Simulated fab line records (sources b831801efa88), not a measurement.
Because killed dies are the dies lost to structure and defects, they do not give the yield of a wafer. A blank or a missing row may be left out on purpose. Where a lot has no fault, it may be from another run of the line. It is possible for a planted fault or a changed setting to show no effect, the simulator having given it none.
8D (eight disciplines) problem report, filled in by code + flow sky130 + the parts of the form that need people (team, actions taken, sign-off) are left out

## 1. WHAT IS WRONG
SD_N_RS at SKY_SD_N_RS_MEAS_16 reads a mean of 69.33 ohm/sq on 6 wafers of 2 lots; wafers without a fault read 68.56 ohm/sq with a standard deviation of 0.13. That puts it +5.9 standard deviations away from the usual mean.
The step: measures by four-point-probe.
First seen on wafer L524.1, day 33 10:46, on filmMetro-01. The record holds 33 wafers of 11 lots with a number at this step. By rule, "out" or "out of limits" means more than 4 standard deviations away from the usual mean. The other wafers with a number count as sound.

## 2. WHAT IT IS, AND WHAT IT ISN'T
| question                    | is                     | is not                                                              |
|-----------------------------|------------------------|---------------------------------------------------------------------|
| which readings at this step | SD_N_RS                | -                                                                   |
| which lots                  | L524, L527             | L507, L508, L511, L512, L513, L514, L515, L517, L530                |
| which wafers of those lots  | all that have a number | -                                                                   |
| read on which gauges        | filmMetro-01           | filmMetro-02, filmMetro-03                                          |
| when                        | from day 33 10:46      | up to then (24 sound wafers); but 3 sound wafers of L530 came after |

## 3. WHAT RULES OUT EACH SUSPECT
Counting: a tool stays on the suspect list if, at a process step up to the reading, it processed all lots that are out and no sound lot following the first of them.
- the gauge at SKY_SD_N_RS_MEAS_16: ruled out. All the wafers that are out were read on filmMetro-01, but those of them that SKY_SD_N_IMPLANT_09 has rows for are out there too, on other tools.
- plasmaAsher-03 at SKY_POLY_CUT_STRIP_12 (strips in O2/N2): ruled out as a lasting fault. The sound lots L530 went through it after L524, its earliest lot that is out (day 30 00:16).
- implanter-01 at SKY_SD_N_IMPLANT_09: kept. It ran every lot that is out, first L524 (day 33 10:04), and no sound lot after that; its last sound lot up to then is L515 (day 31 01:42). Its own doseIonsCm2 readings are out on those wafers.
After counting, what remains is implanter-01 at SKY_SD_N_IMPLANT_09.

## 4. THE CAUSE (what the simulator had put in)
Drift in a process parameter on implanter-01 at SKY_SD_N_IMPLANT_09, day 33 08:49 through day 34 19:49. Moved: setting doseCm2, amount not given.
The count eliminated every tool but this one.

## 5. THE EFFECT CHAIN, in route order
Each row: a reading whose mean over the struck wafers that have a number lies more than 3 standard deviations from the usual. Only readings for which the record gives a usual standard deviation are gone through. hours: the time from each lot's start at the first step in this table that gives one to its start at this step, as a median over the lots. sigmas: the change in usual standard deviations.
| hours | step                | reading              | usual        | on struck wafers | change | sigmas |
|-------|---------------------|----------------------|--------------|------------------|--------|--------|
| 0     | SKY_SD_N_IMPLANT_09 | doseIonsCm2          | 4e+15        | 4e+15            | -3e+14 | -71    |
| 0     | SKY_SD_N_STRIP_11   | stripTimeToEndpointS | 22.52 s      | 22.20            | -0.32  | -8.3   |
| 1     | SKY_SD_N_RS_MEAS_16 | SD_N_RS              | 68.56 ohm/sq | 69.33            | +0.77  | +5.9   |
Process steps it contains:
- SKY_SD_N_IMPLANT_09
- SKY_SD_N_STRIP_11: strips in O2/N2.

## 6. HOW IT WOULD HAVE BEEN CAUGHT EARLIER
2 hours passed between the start of the fault at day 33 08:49 and the first reading out of limits at a measuring or inspecting step in this record, taken at day 33 10:46.
Tool's own readings at SKY_SD_N_IMPLANT_09, doseIonsCm2: out on all struck wafers the step has rows for; an alarm limit on them would have tripped on the first.
L527, from the lots that are out (2), started SKY_SD_N_IMPLANT_09 on implanter-01 later than day 33 10:46. Holding the tool at that time would have saved it.
